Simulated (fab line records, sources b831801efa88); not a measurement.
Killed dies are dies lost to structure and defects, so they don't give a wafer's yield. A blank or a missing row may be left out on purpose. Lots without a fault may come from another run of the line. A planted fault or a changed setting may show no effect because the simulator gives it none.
fab line records | flow sky130
record lots=6 wafers=18 last_day=50
route steps=708 shown LDD_HVN@274 LDD_HVP@278 PAD_OPEN@708
lots that met no fault: from a run of the same line without faults
start_h: hours from the record's first day to the start of the lot's first wafer shown | wait_h: hours since the lot's step before | " the same as in the row above | L1.1+2: a row that stands for several wafers | - no value, or no start given | * or withheld: withheld | < > ~ a bound
route shown NAME@n: a module of which the file shows steps, and the number in the route of the first | usual: mean/standard deviation of fault-free wafers | same: alike in all rows | chamber/n: place in a boat | sites: the reading at each site | _std_site: their standard deviation | _edge_site: outer sites' mean less inner sites' | radius_mm: how far each site lies from the wafer's centre | mask NAME#n: copy n | behind: the tool/chamber that last shaped the wafer | hold: why the lot was held/for how many hours/how that ended | device: the transistor (n, p or np) that didn't switch | end of line: the same wafers' tests at the end of the route | a step without rows: its recipe alone | killed: dies lost to structure and defects at the first sort, not the wafer's yield | map: a wafer's dies, x killed, . not, _ none there
set.NAME: the setting as run; set.NAME@STEP: as run at that earlier step | model.NAME: the simulator's own value behind a step, which no gauge read
lots at some steps of the route; a table a step, a row a wafer
services: from which hour (start_h, from the record's first day; less than 0 if before it) a tool's chamber was out of use, for how many hours, and why
## steps
# step SKY_LDD_HVN_OVL_MEAS_07
# usual LDD_HVN_OVL=0.7/1.3
# columns lot.wafer tool chamber start_h wait_h LDD_HVN_OVL[nm]
L806.1 overlay-01 - 447.43 0.1 0.2
L806.2 " - " " -1.2
L806.3 " - " " -1.1
L809.1 overlay-02 - 482.08 0.1 -0.8
L809.2 " - " " 0.0
L809.5 " - " " -0.9
L826.4 overlay-01 - 637.64 0.1 2.4
L826.5 " - " " 2.2
L826.6 " - " " 2.2
L827.3 overlay-01 - 649.48 0.1 1.4
L827.5 " - " " 0.5
L827.6 " - " " -0.4
L828.1 overlay-02 - 649.77 0.1 1.2
L828.3 " - " " 1.7
L828.5 " - " " 1.1
L829.2 overlay-02 - 653.14 0.1 0.9
L829.3 " - " " 0.7
L829.5 " - " " 0.7
# step SKY_LDD_HVN_IMPLANT_08
# recipe species=P energy_kev=60 dose_cm2=3e+13 tilt_deg=40
# step SKY_LDD_HVN_STRIP_09
# recipe chemistry=O2/N2 power_w=1400 pressure_mtorr=1500 platen_temp_c=withheld o2_flow_sccm=3000 n2_flow_sccm=300 overash_fraction=0.5
# usual drypump_motor_current_A=5.8/0.51 oes_product_au=0.408/0.0045 strip_time_to_endpoint_s=4.130/0.013
# same overash_fraction=0.5
# columns lot.wafer tool chamber start_h wait_h drypump_motor_current_A oes_product_au rf_hours_counter_h strip_time_to_endpoint_s
L806.1 plasma_asher-04 0 447.62 0.1 6.1 0.404 75 4.108
L806.2 " 1 " " 5.4 0.411 75 4.134
L806.3 " 1 " " 5.4 0.408 - 4.111
L809.1 plasma_asher-03 1 482.27 0.1 6.7 0.402 35 4.128
L809.2 " 0 " " 6.7 0.412 35 4.129
L809.5 " 1 " " 6.7 0.410 - 4.119
L826.4 plasma_asher-02 1 637.84 0.1 6.0 0.407 - 4.124
L826.5 " 1 " " 6.0 0.405 - 4.147
L826.6 " 0 " " 5.2 0.404 - 4.131
L827.3 plasma_asher-02 1 649.69 0.1 6.0 0.412 - 4.138
L827.5 " 1 " " 6.0 0.408 - 4.148
L827.6 " 0 " " 5.1 0.406 - 4.145
L828.1 plasma_asher-02 1 649.96 0.1 6.0 0.403 22 4.116
L828.3 " 0 " " 5.2 0.409 - 4.123
L828.5 " 1 " " 6.0 0.412 - 4.124
L829.2 plasma_asher-04 0 653.32 0.1 6.1 0.406 94 4.141
L829.3 " 1 " " 5.4 0.411 - 4.149
L829.5 " 1 " " 5.4 0.409 - 4.111
# step SKY_LDD_HVN_TW_MEAS_10
# usual LDD_HVN_TW=1421/8.8
# columns lot.wafer tool chamber start_h wait_h LDD_HVN_TW
L806.1 film_metro-02 - 447.72 0.1 1417
L806.2 " - " " 1420
L806.3 " - " " 1424
L809.1 film_metro-02 - 482.37 0.1 1427
L809.2 " - " " 1421
L809.5 " - " " 1423
L826.4 film_metro-01 - 637.94 0.1 1431
L826.5 " - " " 1423
L826.6 " - " " 1432
L827.3 film_metro-02 - 649.78 0.1 1406
L827.5 " - " " 1405
L827.6 " - " " 1406
L828.1 film_metro-02 - 650.06 0.1 1399
L828.3 " - " " 1396
L828.5 " - " " 1409
L829.2 film_metro-02 - 653.43 0.1 1401
L829.3 " - " " 1407
L829.5 " - " " 1407
# step SKY_LDD_HVP_DEHYDRATE_00
# recipe temp_c=200 time_s=60
# step SKY_LDD_HVP_HMDS_01
# recipe prime_time_s=60 prime_temp_c=120
# step SKY_LDD_HVP_COAT_02
# recipe resist=NOVOLAK spin_rpm=3000 resist_thk_nm=300
# step SKY_LDD_HVP_SOFTBAKE_03
# recipe temp_c=90 time_s=60 resist=NOVOLAK
# step SKY_LDD_HVP_EXPOSE_04
# recipe mask_id=HVPTM na=0.6 source_shape=conventional sigma_outer=0.6 polarization=unpolarized target_cd_nm=700 dose_mj=86
# step SKY_LDD_HVP_PEB_05
# recipe temp_c=withheld time_s=* resist=NOVOLAK
# step SKY_LDD_HVP_DEVELOP_06
# recipe resist=NOVOLAK developer=TMAH develop_time_s=60 dev_temp_c=23
# step SKY_LDD_HVP_OVL_MEAS_07
# usual LDD_HVP_OVL=-0.9/1.5
# columns lot.wafer tool chamber start_h wait_h LDD_HVP_OVL[nm]
L806.1 overlay-02 - 478.35 0.1 -3.1
L806.2 " - " " -1.7
L806.3 " - " " -4.0
L809.1 overlay-01 - 512.91 0.1 0.0
L809.2 " - " " -1.0
L809.5 " - " " 0.1
L826.4 overlay-02 - 665.97 0.1 -1.9
L826.5 " - " " -0.6
L826.6 " - " " -2.2
L827.3 overlay-02 - 678.17 0.1 -1.5
L827.5 " - " " -1.1
L827.6 " - " " -1.9
L828.1 overlay-01 - 678.35 0.1 -0.8
L828.3 " - " " -1.3
L828.5 " - " " -2.5
L829.2 overlay-01 - 682.01 0.1 -0.3
L829.3 " - " " -1.3
L829.5 " - " " -0.7
# step SKY_LDD_HVP_IMPLANT_08
# recipe species=B energy_kev=20 dose_cm2=1.7e+13 tilt_deg=17.9
# usual beam_energy_keV=20.001/0.0062
# columns lot.wafer tool chamber start_h wait_h beam_energy_keV model.implant.rp_nm model.implant.drp_nm
L806.1 implanter-01 0 478.39 0.0 19.990 62.78 28.53
L806.2 " 0 " " 20.002 62.78 28.53
L806.3 " 0 " " 19.990 62.78 28.53
L809.1 implanter-04 0 512.95 0.0 19.998 63.62 28.53
L809.2 " 0 " " 19.994 63.62 28.53
L809.5 " 0 " " 19.999 63.62 28.53
L826.4 implanter-01 0 666.06 0.1 23.449 75 33.31
L826.5 " 0 " " 23.458 75 33.31
L826.6 " 0 " " 23.449 75 33.31
L827.3 implanter-02 0 678.24 0.1 20.005 61.74 28.53
L827.5 " 0 " " 20.010 61.74 28.53
L827.6 " 0 " " 20.002 61.74 28.53
L828.1 implanter-04 0 678.38 0.0 20.006 62.95 28.53
L828.3 " 0 " " 20.015 62.95 28.53
L828.5 " 0 " " 20.004 62.95 28.53
L829.2 implanter-01 0 682.07 0.0 23.458 75.02 33.31
L829.3 " 0 " " 23.459 75.02 33.31
L829.5 " 0 " " 23.452 75.02 33.31
# step SKY_LDD_HVP_STRIP_09
# recipe chemistry=O2/N2 power_w=1400 pressure_mtorr=1500 platen_temp_c=withheld o2_flow_sccm=3000 n2_flow_sccm=300 overash_fraction=0.5
# usual drypump_motor_current_A=6.0/0.51 oes_product_au=0.409/0.0046 strip_time_to_endpoint_s=4.136/0.013
# same overash_fraction=0.5
# columns lot.wafer tool chamber start_h wait_h drypump_motor_current_A oes_product_au rf_hours_counter_h strip_time_to_endpoint_s
L806.1 plasma_asher-02 0 478.54 0.1 5.1 0.414 5 4.136
L806.2 " 1 " " 6.0 0.410 5 4.151
L806.3 " 0 " " 5.2 0.409 - 4.151
L809.1 plasma_asher-01 0 513.10 0.1 6.0 0.417 69 4.123
L809.2 " 1 " " 5.7 0.399 69 4.130
L809.5 " 1 " " 5.7 0.403 - 4.135
L826.4 plasma_asher-03 1 666.17 0.1 6.7 0.410 - 4.154
L826.5 " 1 " " 6.7 0.413 - 4.147
L826.6 " 0 " " 6.7 0.395 - 4.126
L827.3 plasma_asher-02 0 678.38 0.1 5.1 0.414 - 4.123
L827.5 " 0 " " 5.2 0.401 - 4.119
L827.6 " 1 " " 6.1 0.403 - 4.131
L828.1 plasma_asher-01 1 678.53 0.1 5.7 0.406 86 4.153
L828.3 " 0 " " 5.9 0.415 - 4.161
L828.5 " 0 " " 6.0 0.410 - 4.134
L829.2 plasma_asher-01 0 682.19 0.1 5.9 0.411 86 4.129
L829.3 " 1 " " 5.7 0.413 - 4.131
L829.5 " 0 " " 6.0 0.414 - 4.129
# step SKY_PAD_OPEN_PROBE_99
# usual killed_at_M0_to_M3=44/7.2 killed_at_M4_up=3.1/1.8 killed_at_contacts=24/4.5 killed_at_front_end=16/4.4 killed_at_other=0.2/0.42 killed_dies=87/8.9 killed_open=48/6.4 killed_short=39/6.2
# same gross_dies=492 killed_at_back_side=0
# columns lot.wafer tool chamber start_h wait_h killed_at_M0_to_M3 killed_at_M4_up killed_at_contacts killed_at_front_end killed_at_other killed_dies killed_open killed_short model.etest.tip_p_5v.rs_ohm_sq
L806.1 prober-01 - 1053.83 0.1 51 3 26 23 0 103 66 37 2892
L806.2 prober-01 - 1053.88 0.1 49 1 19 14 0 83 43 40 2860
L806.3 prober-01 - 1053.93 0.2 39 2 30 14 0 85 52 33 2864
L809.1 prober-02 - 1076.07 0.1 45 5 32 14 1 97 47 50 2865
L809.2 prober-02 - 1076.12 0.1 35 2 23 18 0 78 46 32 2867
L809.5 prober-02 - 1076.27 0.2 57 0 26 18 0 101 61 40 2860
L826.4 prober-01 - 1177.49 0.2 46 1 32 27 0 106 58 48 2822
L826.5 prober-01 - 1177.54 0.2 37 2 30 14 1 84 48 36 2818
L826.6 prober-01 - 1177.59 0.2 39 3 22 18 0 82 39 43 2832
L827.3 prober-02 - 1186.64 0.2 36 4 19 14 0 73 38 35 2835
L827.5 prober-02 - 1186.74 0.2 54 3 24 10 0 91 53 38 2827
L827.6 prober-02 - 1186.79 0.2 36 1 38 14 0 89 48 41 2871
L828.1 prober-01 - 1187.67 0.1 40 1 16 19 1 77 40 37 2888
L828.3 prober-01 - 1187.77 0.2 43 4 22 16 0 85 44 41 2879
L828.5 prober-01 - 1187.87 0.2 37 0 29 21 1 88 49 39 2915
L829.2 prober-02 - 1188.69 0.1 38 3 29 12 0 82 47 35 2804
L829.3 prober-02 - 1188.74 0.2 41 5 26 16 0 88 49 39 2815
L829.5 prober-02 - 1188.84 0.2 45 5 27 13 1 91 48 43 2814
# killed by level:class
L806.1 VIA1:geometric_particle:open=15 CONTACT:geometric_particle:open=14 VIA3:geometric_particle:open=7 LI_CONTACT:geometric_particle:open=7 VIA1:geometric_particle:short=7 FIELD_ISO:geometric_particle:open=5 POLY_GATE:geometric_particle:open=5 POLY_GATE:geometric_particle:short=5
L806.2 VIA1:geometric_particle:open=12 VIA3:geometric_particle:open=9 LI_CONTACT:geometric_particle:open=6 CONTACT:geometric_particle:open=6 METAL1:geometric_particle:short=6 METAL2:geometric_particle:short=5 VIA3:geometric_particle:short=5 POLY_GATE:geometric_particle:open=4
L806.3 CONTACT:geometric_particle:open=12 VIA1:geometric_particle:open=11 LI_CONTACT:geometric_particle:open=8 VIA3:geometric_particle:open=6 VIA1:geometric_particle:short=6 LI_CONTACT:geometric_particle:short=5 VIA2:geometric_particle:open=4 FIELD_ISO:geometric_particle:open=3
L809.1 CONTACT:geometric_particle:open=12 VIA3:geometric_particle:open=9 VIA1:geometric_particle:open=9 METAL2:geometric_particle:short=7 VIA1:geometric_particle:short=7 LI_CONTACT:geometric_particle:open=6 CONTACT:geometric_particle:short=6 POLY_GATE:geometric_particle:short=5
L809.2 VIA1:geometric_particle:open=9 LI_CONTACT:geometric_particle:open=8 VIA2:geometric_particle:open=7 CONTACT:geometric_particle:open=6 METAL1:geometric_particle:short=5 LOCAL_INTERCONNECT:geometric_particle:short=5 FIELD_ISO:geometric_particle:open=4 FIELD_ISO:geometric_particle:short=3
L809.5 VIA1:geometric_particle:open=18 VIA3:geometric_particle:open=8 CONTACT:geometric_particle:open=8 LI_CONTACT:geometric_particle:open=7 VIA1:geometric_particle:short=6 POLY_GATE:geometric_particle:open=6 VIA2:geometric_particle:short=6 FIELD_ISO:geometric_particle:open=5
L826.4 CONTACT:geometric_particle:open=12 FIELD_ISO:geometric_particle:short=9 FIELD_ISO:geometric_particle:open=9 VIA1:geometric_particle:open=8 METAL2:geometric_particle:short=8 LOCAL_INTERCONNECT:geometric_particle:short=7 VIA2:geometric_particle:open=7 CONTACT:geometric_particle:short=6
L826.5 CONTACT:geometric_particle:open=12 VIA1:geometric_particle:open=8 LI_CONTACT:geometric_particle:open=6 METAL1:geometric_particle:short=5 VIA1:geometric_particle:short=5 METAL2:geometric_particle:short=5 VIA2:geometric_particle:open=5 POLY_GATE:geometric_particle:open=4
L826.6 VIA1:geometric_particle:open=9 CONTACT:geometric_particle:short=7 METAL2:geometric_particle:short=7 CONTACT:geometric_particle:open=6 VIA2:geometric_particle:open=5 METAL1:geometric_particle:short=5 FIELD_ISO:geometric_particle:short=4 LI_CONTACT:geometric_particle:open=4
L827.3 VIA1:geometric_particle:open=8 CONTACT:geometric_particle:open=7 VIA3:geometric_particle:open=5 FIELD_ISO:geometric_particle:open=4 LI_CONTACT:geometric_particle:short=4 CONTACT:geometric_particle:short=4 VIA3:geometric_particle:short=4 VIA1:geometric_particle:short=4
L827.5 VIA1:geometric_particle:open=18 CONTACT:geometric_particle:open=9 VIA2:geometric_particle:open=7 VIA2:geometric_particle:short=5 METAL1:geometric_particle:short=5 LI_CONTACT:geometric_particle:open=4 LOCAL_INTERCONNECT:geometric_particle:short=4 CONTACT:geometric_particle:short=4
L827.6 LI_CONTACT:geometric_particle:open=11 CONTACT:geometric_particle:open=9 VIA1:geometric_particle:open=8 FIELD_ISO:geometric_particle:open=6 LOCAL_INTERCONNECT:geometric_particle:short=6 VIA3:geometric_particle:open=6 VIA2:geometric_particle:short=5 LI_CONTACT:geometric_particle:short=5
L828.1 VIA1:geometric_particle:open=9 LI_CONTACT:geometric_particle:open=8 METAL1:geometric_particle:short=7 METAL2:geometric_particle:short=5 VIA1:geometric_particle:short=5 POLY_GATE:geometric_particle:open=4 POLY_GATE:geometric_particle:short=4 CONTACT:geometric_particle:open=4
L828.3 VIA1:geometric_particle:open=10 CONTACT:geometric_particle:open=8 VIA1:geometric_particle:short=8 LI_CONTACT:geometric_particle:open=5 FIELD_ISO:geometric_particle:open=4 SPACER:geometric_particle:short=4 CONTACT:geometric_particle:short=4 METAL1:geometric_particle:short=4
L828.5 CONTACT:geometric_particle:open=9 VIA1:geometric_particle:open=9 LI_CONTACT:geometric_particle:open=7 VIA2:geometric_particle:open=7 CONTACT:geometric_particle:short=7 FIELD_ISO:geometric_particle:short=6 METAL2:geometric_particle:short=5 FIELD_ISO:geometric_particle:open=4
L829.2 VIA1:geometric_particle:open=13 LI_CONTACT:geometric_particle:open=6 CONTACT:geometric_particle:short=6 CONTACT:geometric_particle:open=6 VIA3:geometric_particle:open=6 LI_CONTACT:geometric_particle:short=5 FIELD_ISO:geometric_particle:open=4 LOCAL_INTERCONNECT:geometric_particle:short=4
L829.3 VIA1:geometric_particle:open=10 LI_CONTACT:geometric_particle:open=8 CONTACT:geometric_particle:open=8 VIA2:geometric_particle:open=7 METAL1:geometric_particle:short=6 VIA1:geometric_particle:short=6 METAL2:geometric_particle:short=5 FIELD_ISO:geometric_particle:short=4
L829.5 CONTACT:geometric_particle:open=11 LI_CONTACT:geometric_particle:open=9 FIELD_ISO:geometric_particle:open=6 VIA3:geometric_particle:open=6 METAL1:geometric_particle:short=6 VIA1:geometric_particle:open=6 METAL2:geometric_particle:short=6 VIA3:geometric_particle:short=5
## services
# columns tool chamber start_h hours kind
plasma_asher-02 0 430.25 - clean
plasma_asher-02 1 430.25 - clean
plasma_asher-04 - 431.31 3.4 repair
implanter-01 - 431.83 2.7 repair
implanter-04 - 444.44 2.9 repair
implanter-04 - 564.65 0.5 repair
implanter-02 - 566.96 3.0 repair
implanter-04 - 588.23 1.9 repair
implanter-02 - 588.60 2.0 repair
plasma_asher-03 - 595.22 1.7 repair
plasma_asher-04 - 601.69 2.1 repair
plasma_asher-04 - 637.37 14.6 pm
plasma_asher-03 - 649.19 14.6 pm
implanter-02 - 658.16 3.7 repair
plasma_asher-02 - 665.06 1.4 repair
implanter-02 - 672.90 5.0 repair
plasma_asher-03 - 673.57 10.2 repair
plasma_asher-02 - 678.59 1.4 repair
## key
first_sign step=SKY_LDD_HVP_IMPLANT_08 reading=beam_energy_keV direction=up sigmas=99+ usual=* struck=*
effect none on later readings
model_effect step=SKY_LDD_HVP_IMPLANT_08 value=implant.rp_nm without=64.08 struck=75.01
model_effect step=SKY_PAD_OPEN_PROBE_99 value=etest.tip_p_5v.rs_ohm_sq without=2894 struck=2818
met_at SKY_LDD_HVP_IMPLANT_08
struck_wafers L826.4,L826.5,L826.6,L829.2,L829.3,L829.5
tester_left_out L826,L829
onset_between 478.39 666.06
fault kind=process_parameter_drift tool=implanter-01 chamber=- onset_h=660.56 steps=SKY_LDD_HVP_IMPLANT_08 channel=energy_kev offset=* shape=step end_h=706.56 acts_in=* stated=*
# tester_left_out: of these lots the tester's yield and bins aren't shown, on N5 and GAA mostly nor the transistor test; their killed dies are dies lost to structure and defects alone, not to doping, threshold or leakage, so they don't give the yield
